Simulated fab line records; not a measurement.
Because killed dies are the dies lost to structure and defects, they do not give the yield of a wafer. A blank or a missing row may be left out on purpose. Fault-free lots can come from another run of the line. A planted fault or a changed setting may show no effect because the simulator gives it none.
A lot that was struck, set against a sound lot :: flow sky130 :: 20 steps out of a route of 708
Sound: these wafers, L504.1, L504.2, L504.3. The struck wafers were L517.1, L517.2, L517.6. At the end, the cause is stated.
At each step with rows: each side's tool, then ch and its chambers, then its first start. Under that, the readings that differ: sound wafers :: struck wafers :: difference of the means :: sigmas: that difference in standard deviations of wafers without a fault.
alike: words and numbers the same on both sides, and readings whose means are apart by under 2 such deviations; not compared: readings that were withheld, readings missing a value for some wafer, numbers with overlapping values and no deviation given by the record, and bounds like >300 which may hide the same value.
The two part at a step that has a row with sigmas, a row that says differs or no value, or rows on one side only. When numbers do not overlap yet have no deviation, they are printed without sigmas and do not part them. A reading that every wafer of one side lacks parts them only if that side has two wafers or more.

SKY_RES_XHIGH_STRIP_08: strips in O2/N2.
  sound on plasma-asher-04 ch 0,1, day 27 03:13; struck on plasma-asher-02 ch 0,1, day 31 18:11
  alike: drypump-motor-current-A, n2-flow-sccm, oes-product-au, strip-time-to-endpoint-s
  not compared: rf-hours-counter-h
SKY_RES_XHIGH_TW_MEAS_09:
  struck on film-metro-02, day 31 18:17; sound on film-metro-02, day 27 03:19
  alike: RES_XHIGH_TW
then, 7 steps without rows for these wafers: SKY_SD_N_DEHYDRATE_00 (time 60 s); SKY_SD_N_HMDS_01 (prime time 60 s); SKY_SD_N_COAT_02 (resist thk 1140 nm); SKY_SD_N_SOFTBAKE_03 (time 60 s); SKY_SD_N_EXPOSE_04 (exposes mask NSDM, target cd 380 nm); SKY_SD_N_PEB_05; SKY_SD_N_DEVELOP_06 (develop time 60 s).
SKY_SD_N_CD_MEAS_07 targets a cd of 380 nm.
  struck on cd-sem-01, day 32 21:49; sound on cd-sem-01, day 28 08:57
  alike: cd-nm
SKY_SD_N_OVL_MEAS_08:
  struck on overlay-01, day 32 21:56; sound on overlay-02, day 28 09:04
  alike: SD_N_OVL
after that, 1 step had no rows for these wafers: SKY_SD_N_IMPLANT_09.
SKY_SD_N_IMPLANT_10:
  sound on implanter-03 ch 0, day 28 09:16; struck on implanter-03 ch 0, day 32 22:07
reading: beam-on-s (s)
sound: 10.0 10.2 9.7
struck: 16.9 16.0 16.1
difference: +6.4
sigmas: +10

reading: dose-ions-cm2
sound: 1.0015e+14 1.0022e+14 1.0002e+14
struck: 1.7017e+14 1.7021e+14 1.7014e+14
difference: +7.0043e+13
sigmas: +99 or more
SKY_SD_N_STRIP_11: strips in O2/N2.
  sound on plasma-asher-03 ch 0,1, day 28 09:25; struck on plasma-asher-02 ch 0,1, day 32 22:16
reading: strip-time-to-endpoint-s (s)
sound: 22.62 22.66 22.58
struck: 22.54 22.53 22.54
difference: -0.08
sigmas: -2
  alike: drypump-motor-current-A, n2-flow-sccm, oes-product-au
  not compared: rf-hours-counter-h
SKY_SD_N_TW_MEAS_12:
  struck on film-metro-04, day 32 22:22; sound on film-metro-02, day 28 09:31
  alike: SD_N_TW
then, 1 step without rows for these wafers: SKY_SD_N_CLEAN_13 (cleans in SC1/SC2, time 150 s).
SKY_SD_N_RTA_14: time 2 s.
  sound on rtp-anneal-02 ch 0, day 28 09:40; struck on rtp-anneal-02 ch 0, day 32 22:28
reading: lamp-power-pct (%)
sound: 15.77 15.80 15.86
struck: 15.74 15.66 15.69
difference: -0.11
sigmas: -2
  alike: wafer_temp_C_max
SKY_SD_N_RS_MEAS_16: measures by four-point-probe.
  struck on film-metro-03, day 32 22:38; sound on film-metro-04, day 28 09:50
reading: SD_N_RS (ohm/sq)
sound: 68.48 68.40 68.53
struck: 66.70 66.81 66.65
difference: -1.75
sigmas: -16
SKY_SD_N_RS_MEAS_17: measures by four-point-probe.
  struck on film-metro-03, day 32 22:46; sound on film-metro-04, day 28 09:58
  alike: SD_P_RS
after that, 1 step had no rows for these wafers: SKY_PAD_OPEN_PROBE_99.

== WHERE THEY PART ==
First at SKY_SD_N_IMPLANT_10; last, within this record, at SKY_SD_N_RS_MEAS_16. Later steps at which nothing parts them and some readings are alike: SKY_SD_N_RS_MEAS_17.

WHY: what had been put in by the simulator
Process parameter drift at SKY_SD_N_IMPLANT_10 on implanter-03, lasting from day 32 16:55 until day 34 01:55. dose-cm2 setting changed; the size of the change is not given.
